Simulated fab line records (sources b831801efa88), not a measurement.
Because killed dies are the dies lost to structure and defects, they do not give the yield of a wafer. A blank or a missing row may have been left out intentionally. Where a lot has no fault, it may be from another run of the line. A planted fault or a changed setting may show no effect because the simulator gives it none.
A struck lot beside a sound one | flow sky130 | 17 steps out of a route of 708
Sound: the wafers L504.3, L504.5, L504.6. Struck: wafers L507.2, L507.6. The cause comes at the end.
Each step with rows lists, per side, the tool, then ch with its chambers, then its first start. Under that, the readings that differ: sound wafers | struck wafers | difference of the means | sigmas: that difference in standard deviations of wafers without a fault.
alike: a reading whose means differ by less than 2 such deviations, as well as words and numbers matching on both sides. not compared: withheld readings; readings where some wafer has no value; bounds like >300 that might hide an equal value; numbers whose values overlap and for which the record gives no deviation.
A row with sigmas, a row that says differs or no value, or rows on one side alone: a step with any of these is where the two part. Numbers that have no deviation but don't overlap get no sigmas and don't part them. Lack of a reading on every wafer of one side parts them only where that side has two or more wafers.

first, 1 step without rows for these wafers: SKY_LDD_N_IMPLANT_15.
SKY_LDD_N_STRIP_16: strips in O2/N2.
  sound on plasmaAsher-03 ch 0,1, day 21 21:36; struck on plasmaAsher-02 ch 0, day 23 04:49
  alike: drypumpMotorCurrentA, oesProductAu, stripTimeToEndpointS
  not compared: rfHoursCounterH
SKY_LDD_N_TW_MEAS_17:
  struck on filmMetro-02, day 23 04:56; sound on filmMetro-02, day 21 21:41
  alike: LDD_N_TW
then, 7 steps without rows for these wafers: SKY_LDD_P_DEHYDRATE_00 (time 60 s); SKY_LDD_P_HMDS_01 (prime time 60 s); SKY_LDD_P_COAT_02 (resist thk 1140 nm); SKY_LDD_P_SOFTBAKE_03 (time 60 s); SKY_LDD_P_EXPOSE_04 (exposes mask PSDM, target cd 380 nm); SKY_LDD_P_PEB_05; SKY_LDD_P_DEVELOP_06 (develop time 60 s).
SKY_LDD_P_CD_MEAS_07 targets a cd of 380 nm.
  struck on cdSem-01, day 24 10:50; sound on cdSem-02, day 23 04:25
  alike: cdNm
SKY_LDD_P_OVL_MEAS_08:
  struck on overlay-02, day 24 10:56; sound on overlay-01, day 23 04:31
  alike: LDD_P_OVL
SKY_LDD_P_IMPLANT_09:
  sound on implanter-04 ch 0, day 23 04:35; struck on implanter-02 ch 0, day 24 10:59
SKY_LDD_P_STRIP_10: strips in O2/N2.
  sound on plasmaAsher-01 ch 0,1, day 23 04:43; struck on plasmaAsher-04 ch 0,1, day 24 11:07
  alike: drypumpMotorCurrentA, oesProductAu, stripTimeToEndpointS
  not compared: rfHoursCounterH
SKY_LDD_P_TW_MEAS_11:
  struck on filmMetro-01, day 24 11:14; sound on filmMetro-04, day 23 04:49
reading  | sound       | struck  | difference | sigmas
LDD_P_TW | 632 629 633 | 597 598 | -34        | -8
then, 1 step without rows for these wafers: SKY_LDD_HVN_DEHYDRATE_00 (time 60 s).
-- here the record skips 25 days between the struck wafers' starts before and after, leaving off in module LDD_HVN and picking up in module PAD_OPEN (first step shown: number 708 of the route) --
SKY_PAD_OPEN_PROBE_99:
  struck on prober-02, day 49 07:00; sound on prober-01, day 48 09:25
reading                               | sound                  | struck          | difference | sigmas
killedShort                           | 39 31 30               | 52 45           | +15        | +2
model.etest.tipP.rsOhmSqRange         | 210.6 228.8 221.3      | 3352 3353       | +3132      | 
model.etest.tipP.rsOhmSq              | 6713 6731 6708         | 9864 9906       | +3168      | 
model.etest.tipP.rsOhmSqRimLessCentre | 146.5 88.18 60.44      | -1342 -1494     | -1516      | 
model.etest.pfet_01v8.driveUaUm       | 197.4 201.6 198.9      | 190.5 184.3     | -11.9      | 
model.etest.pfet_01v8_hvt.driveUaUm   | 148.4 150.5 146.3      | 141.4 138       | -8.7       | 
model.etest.pfet_01v8.driveUaUmRange  | 6.596 6.726 9.533      | 16.4 14.35      | +7.8       | 
model.etest.pfet_01v8.vtSatV (V)      | -0.5341 -0.532 -0.5431 | -0.6031 -0.6208 | -0.0756    | 
model.etest.pfet_01v8.vtV (V)         | -0.7606 -0.7594 -0.759 | -0.8002 -0.803  | -0.0419    | 
  alike: killed_at_M0_to_M3, killed_at_M4_up, killedAtContacts, killedAtFrontEnd, killedAtOther, killedDies, killedOpen

== WHERE THEY PART ==
At SKY_LDD_P_TW_MEAS_11 first; at SKY_PAD_OPEN_PROBE_99 last (within this record only).

WHY: what had been put in by the simulator
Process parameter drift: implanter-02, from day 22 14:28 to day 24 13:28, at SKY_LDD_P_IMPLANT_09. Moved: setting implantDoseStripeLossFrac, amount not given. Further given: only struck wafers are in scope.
